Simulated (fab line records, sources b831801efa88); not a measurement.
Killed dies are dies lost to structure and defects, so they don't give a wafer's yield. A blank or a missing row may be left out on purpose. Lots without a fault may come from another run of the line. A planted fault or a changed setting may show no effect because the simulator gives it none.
One fault seen from 2 desks | flow sky130 | each desk has only its own numbers; what lay behind them comes last

THE TOOL OWNER'S DESK: pvd_sputter-01
The tool's own readings at SKY_METAL2_SPUTTER_02 (material AlCu, target thk 250 nm, time 13.3 s): means of the sampled wafers that have a number, for each lot that ran on this tool. A lot is out of limits, marked OUT, if its mean lies more than 4 standard deviations from the usual mean; the brackets give that distance.
Columns: A = throttle_valve_pct at SKY_METAL2_SPUTTER_02, usual 30.0 %
lot  | first seen here | A
L930 | day 37 00:38    | 30.7
L932 | day 37 22:44    | 30.6
L935 | day 39 04:26    | 31.2
L939 | day 39 20:47    | 31.2
L940 | day 39 23:11    | 31.3
L942 | day 40 08:24    | 31.1
L944 | day 41 05:01    | 31.3
This desk's finding: nothing out of limits on any of the 7 lots.

THE METROLOGY DESK
What the gauges read, lot by lot, whatever tool the lot ran on: means of the sampled wafers that have a number. A lot is out of limits, marked OUT, if its mean lies more than 4 standard deviations from the usual mean; the brackets give that distance.
Columns: A = VIA1_OVL at SKY_VIA1_OVL_MEAS_13, usual -1 nm; B = METAL2_ALCU_RS at SKY_METAL2_RS_MEAS_05, usual 0.1275 ohm/sq; C = METAL2_ALCU_THK at SKY_METAL2_THK_MEAS_06, usual 250 nm
lot  | first seen here | A  | B                 | C
L923 | day 34 19:44    | -7 | 0.1301            | 244
L925 | day 35 17:56    | -3 | 0.1301            | 247
L927 | day 36 12:39    | 4  | 0.1293            | 248
L930 | day 36 23:14    | -3 | 0.1276            | 250
L931 | day 37 15:55    | -1 | 0.1287            | 247
L932 | day 37 21:18    | -1 | 0.1282            | 249
L935 | day 39 03:02    | 1  | 0.1262            | 253
L938 | day 39 17:05    | -5 | 0.1260            | 254
L939 | day 39 19:24    | -0 | 0.1293            | 246
L940 | day 39 21:47    | -2 | 0.1275            | 251
L942 | day 40 06:46    | 4  | 0.1101 (-8.7) OUT | 306 (+14) OUT
L944 | day 41 03:37    | 2  | 0.0770 (-25) OUT  | 411 (+39) OUT
L945 | day 41 06:59    | 2  | 0.1249            | 255
L946 | day 41 20:41    | -8 | 0.1272            | 251
This desk's finding: out of limits on L942, L944; first on L942, day 40 08:31 (METAL2_ALCU_RS at SKY_METAL2_RS_MEAS_05). In limits: L923, L925, L927, L930, L931, L932, L935, L938, L939, L940, L945, L946.

PUT TOGETHER
The metrology desk could have raised an alarm at day 40 08:31, on L942, L944.
The tool owner's desk saw nothing out of limits.
The tool owner's desk has L942, L944 on record, within its limits.
Of the lots named, all ran SKY_METAL2_SPUTTER_02 on pvd_sputter-01.

WHAT THE SIMULATOR HAD PUT IN
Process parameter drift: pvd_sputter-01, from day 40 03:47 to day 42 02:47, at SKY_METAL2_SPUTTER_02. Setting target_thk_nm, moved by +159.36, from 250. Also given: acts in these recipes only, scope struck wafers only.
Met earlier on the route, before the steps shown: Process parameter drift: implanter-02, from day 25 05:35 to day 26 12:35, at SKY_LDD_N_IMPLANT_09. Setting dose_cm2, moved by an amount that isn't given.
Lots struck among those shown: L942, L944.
Hours from the fault's start to each desk's first reading out of limits: the metrology desk, 5.
